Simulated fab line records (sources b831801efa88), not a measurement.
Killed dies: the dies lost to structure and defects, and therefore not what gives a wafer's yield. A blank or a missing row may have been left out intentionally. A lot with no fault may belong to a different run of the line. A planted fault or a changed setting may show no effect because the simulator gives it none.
fab line records | flow sky130 | part 1 of 2: steps 1 to 27 of 37
[record] lots = 5 wafers = 15 lastDay = 50
route steps=708 shown LI_CONTACT@373 LOCAL_INTERCONNECT@387 CONTACT@406
lots that met no fault: taken from a fault-free run of the same line
startH: the number of hours between the record's first day and the start of the first shown wafer of the lot | waitH: hours from the lot's prior step to this one | " same as the row above | L1.1+2: one row covering several wafers at once | - no value, or no start given | * or withheld: withheld | < > ~ a bound
route shown NAME@n: a module of which the file shows steps, and the number in the route of the first | usual: mean/standard deviation of fault-free wafers | same: alike in all rows | chamber/n: place in a boat | sites: per-site readings | _std_site: standard deviation across them | _edge_site: mean of outer sites minus mean of inner sites | radiusMm: for every site, how far away it sits from the centre of the wafer | mask NAME#n: copy n | behind: tool/chamber where the wafer was last shaped | hold: why the lot was held/for how many hours/how that ended | device: whichever transistor did not switch (one of n, p or np) | end of line: tests run on the same wafers once the route is complete | where a step has no rows: the recipe by itself | killed: the dies lost at the first sort to structure and to defects; this is not the yield of the wafer | map: dies across one wafer; x = killed, . = not, _ = none there
set.NAME: the setting the step ran with; set.NAME@STEP: the setting that earlier step ran with | model.NAME: the simulator's own value behind a step, which no gauge read
a table for each step, a row for each wafer; lots at some steps of the route
services: the hour from which a tool's chamber was out of use, counted from the record's first day as startH (under 0 if before that day), plus the number of hours and why
[[steps]]
[step SKY_LI_CONTACT_DEVELOP_11]
[recipe] developTimeS = 60 resist = KrF-thick devTempC = 21
// columns lot.wafer tool chamber startH waitH
L077.3+4+6 lithoTrack-03 0 - -
L079.2+3+6 lithoTrack-03 0 - -
L085.1+5+6 lithoTrack-01 0 - -
L086.3+4+6 lithoTrack-01 0 - -
L095.2+4+6 lithoTrack-01 0 - -
[step SKY_LI_CONTACT_CD_MEAS_12]
[recipe] targetCdNm = 170
[usual] cdNm = 170.4/1.3
// columns lot.wafer tool chamber startH waitH cdNm
L077.3 cdSem-01 - 713.93 - 170.1
L077.4 " - " " 171.9
L077.6 " - " " 171.1
L079.2 cdSem-02 - 722.01 - 169.8
L079.3 " - " " 169.3
L079.6 " - " " 168.9
L085.1 cdSem-02 - 768.60 - 170.3
L085.5 " - " " 171.1
L085.6 " - " " 170.4
L086.3 cdSem-02 - 776.14 - 167.1
L086.4 " - " " 167.0
L086.6 " - " " 167.7
L095.2 cdSem-01 - 833.52 - 171.6
L095.4 " - " " 171.6
L095.6 " - " " 171.3
[step SKY_LI_CONTACT_OVL_MEAS_13]
[usual] LI_CONTACT_OVL = -4/5.5
// columns lot.wafer tool chamber startH waitH LI_CONTACT_OVL[nm]
L077.3 overlay-01 - 714.03 0.1 -20
L077.4 " - " " -10
L077.6 " - " " -9
L079.2 overlay-01 - 722.12 0.1 9
L079.3 " - " " -6
L079.6 " - " " 3
L085.1 overlay-02 - 768.72 0.1 -4
L085.5 " - " " 9
L085.6 " - " " -2
L086.3 overlay-02 - 776.24 0.1 -9
L086.4 " - " " -9
L086.6 " - " " -8
L095.2 overlay-01 - 833.63 0.1 -5
L095.4 " - " " -4
L095.6 " - " " -6
[step SKY_LI_CONTACT_ETCH_14]
[recipe] chemistry = N2/H2 target = BARC ionEnergyEv = 200 sourceW = 500 biasW = 100 pressureMtorr = 30 n2FlowSccm = 100 h2FlowSccm = 200 stopOn = SiO2 timeS = 45.9 targetDepthA = 600
[usual] drypumpMotorCurrentA = 5.8/0.49 oesProductAu = 0.855/0.0047 throttleValvePct = 13.225/0.0092
// columns lot.wafer tool chamber startH waitH drypumpMotorCurrentA oesProductAu rfHoursCounterH throttleValvePct
L077.3 rieDiel-03 2 714.05 0.0 6.4 0.863 13 13.228
L077.4 " 0 " " 6.0 0.856 5 13.227
L077.6 " 1 " " 5.3 0.851 - 13.232
L079.2 rieDiel-04 0 722.15 0.0 4.9 0.860 34 13.239
L079.3 " 3 " " 5.4 0.860 13 13.230
L079.6 " 0 " " 4.9 0.859 - 13.235
L085.1 rieDiel-03 1 768.76 0.0 5.2 0.852 8 13.218
L085.5 " 3 " " 5.4 0.863 - 13.226
L085.6 " 0 " " 6.0 0.849 - 13.209
L086.3 rieDiel-01 3 776.26 0.0 6.4 0.857 32 13.237
L086.4 " 0 " " 5.8 0.864 0 13.225
L086.6 " 3 " " 6.4 0.850 - 13.229
L095.2 rieDiel-04 3 833.66 0.0 5.4 0.855 15 13.223
L095.4 " 2 " " 5.7 0.849 - 13.210
L095.6 " 1 " " 6.0 0.857 - 13.231
[step SKY_LI_CONTACT_ETCH_15]
[recipe] target = PSG chemistry = C4F8/O2/Ar stopOn = Si taperDeg = 4.15 maskMaterial = KrF-thick sourceW = 1500 biasW = 1200 pressureMtorr = 40 c4f8FlowSccm = withheld O2_flow_sccm = 6 Ar_flow_sccm = 300 timeS = withheld targetDepthA = 6000
[usual] oesProductAu = 0.837/0.0042
// columns lot.wafer tool chamber startH waitH oesProductAu
L077.3 rieDiel-03 2 714.09 0.0 0.839
L077.4 " 0 " " 0.841
L077.6 " 1 " " 0.843
L079.2 rieDiel-04 0 722.19 0.0 0.828
L079.3 " 3 " " 0.842
L079.6 " 0 " " 0.827
L085.1 rieDiel-03 1 768.80 0.0 0.838
L085.5 " 3 " " 0.841
L085.6 " 0 " " 0.835
L086.3 rieDiel-01 3 776.30 0.0 0.844
L086.4 " 0 " " 0.838
L086.6 " 3 " " 0.834
L095.2 rieDiel-04 3 833.70 0.0 0.845
L095.4 " 2 " " 0.836
L095.6 " 1 " " 0.834
[step SKY_LI_CONTACT_STRIP_16]
[recipe] chemistry = O2/N2 powerW = 1400 pressureMtorr = 1500 platenTempC = withheld o2FlowSccm = 3000 n2FlowSccm = 300 overashFraction = 0.5
[usual] drypumpMotorCurrentA = 5.76/0.27 oesProductAu = 0.376/0.0047 stripTimeToEndpointS = 3.51/0.04
// columns lot.wafer tool chamber startH waitH drypumpMotorCurrentA oesProductAu rfHoursCounterH stripTimeToEndpointS
L077.3 plasmaAsher-02 1 714.21 - 6.04 0.381 - 3.53
L077.4 " 0 " " 5.80 0.376 - 3.51
L077.6 " 0 " " 5.80 0.379 - 3.49
L079.2 plasmaAsher-03 1 722.28 - 5.69 0.367 64 3.50
L079.3 " 0 " " 5.81 0.374 - 3.43
L079.6 " 0 " " 5.79 0.369 - 3.48
L085.1 plasmaAsher-02 0 768.89 - 5.80 0.372 33 3.55
L085.5 " 0 " " 5.79 0.373 - 3.51
L085.6 " 1 " " 6.10 0.381 - 3.46
L086.3 plasmaAsher-02 1 776.42 - 6.05 0.371 - 3.51
L086.4 " 0 " " 5.76 0.377 - 3.54
L086.6 " 0 " " 5.78 0.385 - 3.48
L095.2 plasmaAsher-03 1 833.79 - 5.69 0.374 75 3.43
L095.4 " 1 " " 5.69 0.366 - 3.47
L095.6 " 0 " " 5.78 0.370 - 3.42
[step SKY_LI_CONTACT_CLEAN_17]
[recipe] chemistry = NMP timeS = 600 tempC = 60 dry = n2Spin
[usual] bathGuardTempC = 59.6/0.53
// columns lot.wafer tool chamber startH waitH bathGuardTempC
L077.3 wetBench-02 1 714.28 0.0 59.3
L077.4 " 1 " " 59.4
L077.6 " 1 " " 59.2
L079.2 wetBench-02 1 722.38 0.1 58.9
L079.3 " 1 " " 59.1
L079.6 " 1 " " 59.2
L085.1 wetBench-03 3 768.99 0.1 59.9
L085.5 " 3 " " 60.1
L085.6 " 3 " " 60.1
L086.3 wetBench-03 2 776.49 0.0 60.0
L086.4 " 2 " " 59.9
L086.6 " 2 " " 59.8
L095.2 wetBench-04 0 833.90 0.1 60.0
L095.4 " 0 " " 60.1
L095.6 " 0 " " 60.0
[step SKY_LI_CONTACT_PRE_CLEAN_18]
[recipe] gas = Ar timeS = 5.6 biasV = 358
// columns lot.wafer tool chamber startH waitH
L077.3+4+6 pvdSputter-03 - 714.47 0.0
L079.2+3+6 pvdSputter-04 - 722.76 0.0
L085.1+5+6 pvdSputter-03 - 769.16 0.0
L086.3+4+6 pvdSputter-04 - 776.66 0.0
L095.2+4+6 pvdSputter-03 - 834.09 0.0
[step SKY_LI_CONTACT_SPUTTER_19]
[recipe] material = Ti targetThkNm = 20 chamberPressurePa = 5 powerW = 2500 substrateTempC = 200 timeS = 106.37
[usual] cathodeDcPowerW = 2500.0/0.43 throttleValvePct = 30.4/0.97
// columns lot.wafer tool chamber startH waitH cathodeDcPowerW throttleValvePct
L077.3 pvdSputter-03 - 714.49 0.0 2499.4 30.4
L077.4 " - " " 2500.1 31.9
L077.6 " - " " 2500.0 31.8
L079.2 pvdSputter-04 - 722.78 0.0 2500.3 30.8
L079.3 " - " " 2499.5 29.3
L079.6 " - " " 2500.4 29.5
L085.1 pvdSputter-03 - 769.18 0.0 2500.0 31.8
L085.5 " - " " 2500.4 31.9
L085.6 " - " " 2499.6 30.2
L086.3 pvdSputter-04 - 776.68 0.0 2499.8 30.6
L086.4 " - " " 2499.4 30.5
L086.6 " - " " 2500.1 29.4
L095.2 pvdSputter-03 - 834.11 0.0 2499.5 31.3
L095.4 " - " " 2499.5 31.0
L095.6 " - " " 2500.0 31.8
[step SKY_LI_CONTACT_SPUTTER_20]
[recipe] material = TiN targetThkNm = 20 chamberPressurePa = 5 powerW = 4000 timeS = 80
[usual] cathodeDcPowerW = 3999.9/0.67 throttleValvePct = 30.4/0.96
// columns lot.wafer tool chamber startH waitH cathodeDcPowerW throttleValvePct
L077.3 pvdSputter-03 - 714.56 0.0 3999.3 30.7
L077.4 " - " " 4000.3 31.7
L077.6 " - " " 4001.0 31.5
L079.2 pvdSputter-04 - 722.85 0.0 4000.6 31.0
L079.3 " - " " 4000.6 29.1
L079.6 " - " " 4000.6 29.3
L085.1 pvdSputter-03 - 769.26 0.0 3999.5 31.8
L085.5 " - " " 4000.9 31.6
L085.6 " - " " 3999.4 30.8
L086.3 pvdSputter-04 - 776.76 0.0 3999.3 30.6
L086.4 " - " " 4000.7 30.7
L086.6 " - " " 4001.2 29.2
L095.2 pvdSputter-03 - 834.18 0.0 3999.8 31.6
L095.4 " - " " 3999.6 31.0
L095.6 " - " " 4000.0 31.7
[step SKY_LI_CONTACT_CVD_21]
[recipe] material = W targetThkNm = 400 timeS = 120.56 tempC = 400 pressureTorr = 40
[usual] heaterPowerW = 910/75
// columns lot.wafer tool chamber startH waitH heaterPowerW
L077.3 cvdW-01 1 714.67 0.1 794
L077.4 " 0 " " 903
L077.6 " 0 " " 879
L079.2 cvdW-01 1 722.92 0.0 818
L079.3 " 1 " " 807
L079.6 " 0 " " 861
L085.1 cvdW-02 1 769.32 0.0 918
L085.5 " 0 " " 1026
L085.6 " 1 " " 909
L086.3 cvdW-02 1 776.86 0.1 921
L086.4 " 0 " " 1035
L086.6 " 1 " " 938
L095.2 cvdW-01 0 834.24 0.0 875
L095.4 " 1 " " 822
L095.6 " 1 " " 843
[step SKY_LI_CONTACT_RS_MEAS_22]
[recipe] thkMeasGauge = four-point-probe reads = W_of_LI_CONTACT_CVD_21+TiN_of_LI_CONTACT_SPUTTER_20+Ti_of_LI_CONTACT_SPUTTER_19
[usual] LI_CONTACT_W_RS = 0.2849/0.0026
// columns lot.wafer tool chamber startH waitH LI_CONTACT_W_RS[ohm/sq]
L077.3 filmMetro-03 - 714.79 0.1 0.2876
L077.4 " - " " 0.2842
L077.6 " - " " 0.2859
L079.2 filmMetro-03 - 723.06 0.1 0.2893
L079.3 " - " " 0.2839
L079.6 " - " " 0.2875
L085.1 filmMetro-04 - 769.44 0.1 0.2847
L085.5 " - " " 0.2900
L085.6 " - " " 0.2833
L086.3 filmMetro-01 - 776.98 0.1 0.2844
L086.4 " - " " 0.2859
L086.6 " - " " 0.2828
L095.2 filmMetro-04 - 834.39 0.1 0.2897
L095.4 " - " " 0.2878
L095.6 " - " " 0.2903
[step SKY_LI_CONTACT_THK_MEAS_23]
[recipe] thkMeasGauge = xrf reads = W_of_LI_CONTACT_CVD_21
[usual] LI_CONTACT_W_THK = 399/5.8
// columns lot.wafer tool chamber startH waitH LI_CONTACT_W_THK[nm]
L077.3 filmMetro-03 - 714.89 0.1 387
L077.4 " - " " 395
L077.6 " - " " 391
L079.2 filmMetro-03 - 723.17 0.1 391
L079.3 " - " " 400
L079.6 " - " " 395
L085.1 filmMetro-04 - 769.56 0.1 405
L085.5 " - " " 398
L085.6 " - " " 407
L086.3 filmMetro-01 - 777.08 0.1 402
L086.4 " - " " 395
L086.6 " - " " 404
L095.2 filmMetro-04 - 834.50 0.1 393
L095.4 " - " " 394
L095.6 " - " " 391
[step SKY_LI_CONTACT_CMP_24]
[recipe] stopOn = PSG tOverpolishS = 20 downForcePsi = 3.5 platenRpm = 60 targetThkNm = 0 padVelocityMS = 0.94248
[usual] motorCurrentA = 11.0/1.2 overpolishRunS = 20.000/0.0084 slurryFilterDpKPa = 13.49/0.14 timeToEndpointS = 97/3.3
// columns lot.wafer tool chamber startH waitH motorCurrentA overpolishRunS slurryFilterDpKPa timeToEndpointS
L077.3 cmp-02 0 714.93 0.0 14.5 19.995 13.53 101
L077.4 " 1 " " 10.4 19.996 13.28 97
L077.6 " 0 " " 13.5 19.997 13.63 102
L079.2 cmp-01 2 723.22 0.0 10.8 20.006 13.27 99
L079.3 " 3 " " 11.4 19.986 13.50 100
L079.6 " 2 " " 10.8 19.997 13.48 96
L085.1 cmp-02 1 769.77 0.2 10.4 19.994 13.74 97
L085.5 " 2 " " 12.2 20.008 13.39 94
L085.6 " 3 " " 9.2 20.011 13.38 95
L086.4 cmp-02 2 777.17 0.1 12.2 20.013 13.53 94
L086.3 " 0 " " 14.0 20.005 13.53 103
L086.6 " 2 " " 12.1 20.000 13.37 97
L095.4 cmp-01 2 834.55 0.0 10.6 19.998 13.41 97
L095.2 " 3 " " 10.8 20.000 13.62 96
L095.6 " 2 " " 11.0 20.001 13.26 93
[step SKY_LOCAL_INTERCONNECT_SPUTTER_00]
[recipe] material = TiN targetThkNm = 100 tempC = 300 powerW = 6500 timeS = 83.3 chamberPressurePa = 0.4
[usual] cathodeDcPowerW = 6499.9/1.2 throttleValvePct = 30.3/0.94
// columns lot.wafer tool chamber startH waitH cathodeDcPowerW throttleValvePct
L077.3 pvdSputter-03 - 715.23 0.2 6499.4 31.5
L077.4 " - " " 6499.5 30.5
L077.6 " - " " 6497.3 31.8
L079.2 pvdSputter-04 - 723.52 0.2 6500.2 31.1
L079.3 " - " " 6501.6 30.8
L079.6 " - " " 6499.3 30.9
L085.1 pvdSputter-01 - 769.92 0.1 6497.8 30.8
L085.5 " - " " 6503.4 29.9
L085.6 " - " " 6500.6 29.7
L086.3 pvdSputter-01 - 777.42 0.1 6500.1 30.7
L086.4 " - " " 6499.8 30.0
L086.6 " - " " 6501.5 28.6
L095.2 pvdSputter-04 - 834.85 0.2 6499.1 29.1
L095.4 " - " " 6500.1 30.9
L095.6 " - " " 6498.8 29.3
[step SKY_LOCAL_INTERCONNECT_RS_MEAS_01]
[recipe] thkMeasGauge = four-point-probe reads = TiN_of_LOCAL_INTERCONNECT_SPUTTER_00
[usual] LOCAL_INTERCONNECT_TIN_RS = 14.12/0.15
// columns lot.wafer tool chamber startH waitH LOCAL_INTERCONNECT_TIN_RS[ohm/sq]
L077.3 filmMetro-02 - 715.33 0.1 14.20
L077.4 " - " " 14.39
L077.6 " - " " 14.20
L079.2 filmMetro-01 - 723.60 0.1 14.08
L079.3 " - " " 13.88
L079.6 " - " " 14.01
L085.1 filmMetro-03 - 769.99 0.0 13.98
L085.5 " - " " 13.98
L085.6 " - " " 14.13
L086.3 filmMetro-02 - 777.53 0.1 14.24
L086.4 " - " " 14.35
L086.6 " - " " 14.19
L095.2 filmMetro-03 - 834.93 0.1 14.38
L095.4 " - " " 14.30
L095.6 " - " " 14.25
[step SKY_LOCAL_INTERCONNECT_THK_MEAS_02]
[recipe] thkMeasGauge = xrf reads = TiN_of_LOCAL_INTERCONNECT_SPUTTER_00
[usual] LOCAL_INTERCONNECT_TIN_THK = 99.8/1.1
// columns lot.wafer tool chamber startH waitH LOCAL_INTERCONNECT_TIN_THK[nm]
L077.3 filmMetro-02 - 715.43 0.1 100.6
L077.4 " - " " 99.3
L077.6 " - " " 100.6
L079.2 filmMetro-01 - 723.71 0.1 100.0
L079.3 " - " " 101.5
L079.6 " - " " 100.6
L085.1 filmMetro-03 - 770.11 0.1 99.9
L085.5 " - " " 100.5
L085.6 " - " " 98.5
L086.3 filmMetro-02 - 777.63 0.1 100.4
L086.4 " - " " 99.7
L086.6 " - " " 100.3
L095.2 filmMetro-03 - 835.04 0.1 97.3
L095.4 " - " " 97.3
L095.6 " - " " 97.9
[step SKY_LOCAL_INTERCONNECT_DEHYDRATE_03]
[recipe] tempC = 200 timeS = 60
// columns lot.wafer tool chamber startH waitH
L077.3+4+6 lithoTrack-02 0 728.45 13.0
L079.2+3+6 lithoTrack-04 0 737.98 14.3
L085.1+5+6 lithoTrack-01 0 782.60 12.5
L086.3+4+6 lithoTrack-01 0 790.80 13.2
L095.2+4+6 lithoTrack-02 0 847.13 12.1
[step SKY_LOCAL_INTERCONNECT_HMDS_04]
[recipe] primeTimeS = 60 primeTempC = 120
// columns lot.wafer tool chamber startH waitH
L077.3+4+6 lithoTrack-02 0 728.60 0.1
L079.2+3+6 lithoTrack-04 0 738.13 0.1
L085.1+5+6 lithoTrack-01 0 782.75 0.1
L086.3+4+6 lithoTrack-01 0 790.95 0.1
L095.2+4+6 lithoTrack-02 0 847.28 0.1
[step SKY_LOCAL_INTERCONNECT_COAT_05]
[recipe] resist = BARC tempC = withheld timeS = withheld spinRpm = 3000 resistThkNm = 60
// columns lot.wafer tool chamber startH waitH
L077.3+4+6 lithoTrack-02 0 728.75 0.1
L079.2+3+6 lithoTrack-04 0 738.28 0.1
L085.1+5+6 lithoTrack-01 0 782.90 0.1
L086.3+4+6 lithoTrack-01 0 791.10 0.1
L095.2+4+6 lithoTrack-02 0 847.43 0.1
[step SKY_LOCAL_INTERCONNECT_COAT_06]
[recipe] resist = KrF-thick spinRpm = 3000 resistThkNm = 450
// columns lot.wafer tool chamber startH waitH
L077.3+4+6 lithoTrack-02 0 - -
L079.2+3+6 lithoTrack-04 0 - -
L085.1+5+6 lithoTrack-01 0 - -
L086.3+4+6 lithoTrack-01 0 - -
L095.2+4+6 lithoTrack-02 0 - -
[step SKY_LOCAL_INTERCONNECT_SOFTBAKE_07]
[recipe] tempC = 100 timeS = 90 resist = KrF-thick
// columns lot.wafer tool chamber startH waitH
L077.3+4+6 lithoTrack-02 0 - -
L079.2+3+6 lithoTrack-04 0 - -
L085.1+5+6 lithoTrack-01 0 - -
L086.3+4+6 lithoTrack-01 0 - -
L095.2+4+6 lithoTrack-02 0 - -
[step SKY_LOCAL_INTERCONNECT_EXPOSE_08]
[recipe] maskId = LI1M na = 0.8 sourceShape = annular sigmaInner = 0.55 sigmaOuter = 0.85 targetCdNm = 170 doseMj = 28
[usual] focusOffsetNm = 0.0/0.53
// columns lot.wafer tool chamber startH waitH mask focusOffsetNm
L077.3 krfScanner-01 0 - - LI1M#0 0.3
L077.4 " 0 " " LI1M#0 0.7
L077.6 " 0 " " LI1M#0 0.0
L079.2 krfScanner-01 0 - - LI1M#0 0.1
L079.3 " 0 " " LI1M#0 0.1
L079.6 " 0 " " LI1M#0 0.3
L085.1 krfScanner-02 0 - - LI1M#0 -0.2
L085.5 " 0 " " LI1M#0 0.7
L085.6 " 0 " " LI1M#0 0.9
L086.3 krfScanner-01 0 - - LI1M#0 0.9
L086.4 " 0 " " LI1M#0 0.9
L086.6 " 0 " " LI1M#0 0.0
L095.2 krfScanner-01 0 - - LI1M#0 -1.1
L095.4 " 0 " " LI1M#0 -1.0
L095.6 " 0 " " LI1M#0 -1.3
[step SKY_LOCAL_INTERCONNECT_PEB_09]
[recipe] pebTempC = withheld pebTimeS = withheld resist = KrF-thick
// columns lot.wafer tool chamber startH waitH
L077.3+4+6 lithoTrack-02 0 - -
L079.2+3+6 lithoTrack-04 0 - -
L085.1+5+6 lithoTrack-04 0 - -
L086.3+4+6 lithoTrack-01 0 - -
L095.2+4+6 lithoTrack-04 0 - -
[step SKY_LOCAL_INTERCONNECT_DEVELOP_10]
[recipe] developTimeS = 60 resist = KrF-thick devTempC = 21
// columns lot.wafer tool chamber startH waitH
L077.3+4+6 lithoTrack-02 0 - -
L079.2+3+6 lithoTrack-04 0 - -
L085.1+5+6 lithoTrack-04 0 - -
L086.3+4+6 lithoTrack-01 0 - -
L095.2+4+6 lithoTrack-04 0 - -
[step SKY_LOCAL_INTERCONNECT_CD_MEAS_11]
[recipe] targetCdNm = 170
[usual] cdNm = 169.3/1.7
// columns lot.wafer tool chamber startH waitH cdNm
L077.3 cdSem-01 - 743.29 - 172.3
L077.4 " - " " 172.1
L077.6 " - " " 171.1
L079.2 cdSem-02 - 750.83 - 168.8
L079.3 " - " " 170.0
L079.6 " - " " 169.0
L085.1 cdSem-01 - 795.86 - 168.2
L085.5 " - " " 168.2
L085.6 " - " " 168.9
L086.3 cdSem-02 - 804.49 - 168.8
L086.4 " - " " 169.0
L086.6 " - " " 167.5
L095.2 cdSem-01 - 859.78 - 171.1
L095.4 " - " " 170.8
L095.6 " - " " 170.0
[step SKY_LOCAL_INTERCONNECT_OVL_MEAS_12]
[usual] LOCAL_INTERCONNECT_OVL = -2/5
// columns lot.wafer tool chamber startH waitH LOCAL_INTERCONNECT_OVL[nm]
L077.3 overlay-01 - 743.38 0.1 -1
L077.4 " - " " 0
L077.6 " - " " -4
L079.2 overlay-02 - 750.93 0.1 -4
L079.3 " - " " -1
L079.6 " - " " -6
L085.1 overlay-01 - 795.98 0.1 -7
L085.5 " - " " -9
L085.6 " - " " -4
L086.3 overlay-01 - 804.59 0.1 1
L086.4 " - " " 6
L086.6 " - " " 7
L095.2 overlay-01 - 859.89 0.1 -5
L095.4 " - " " -9
L095.6 " - " " -10
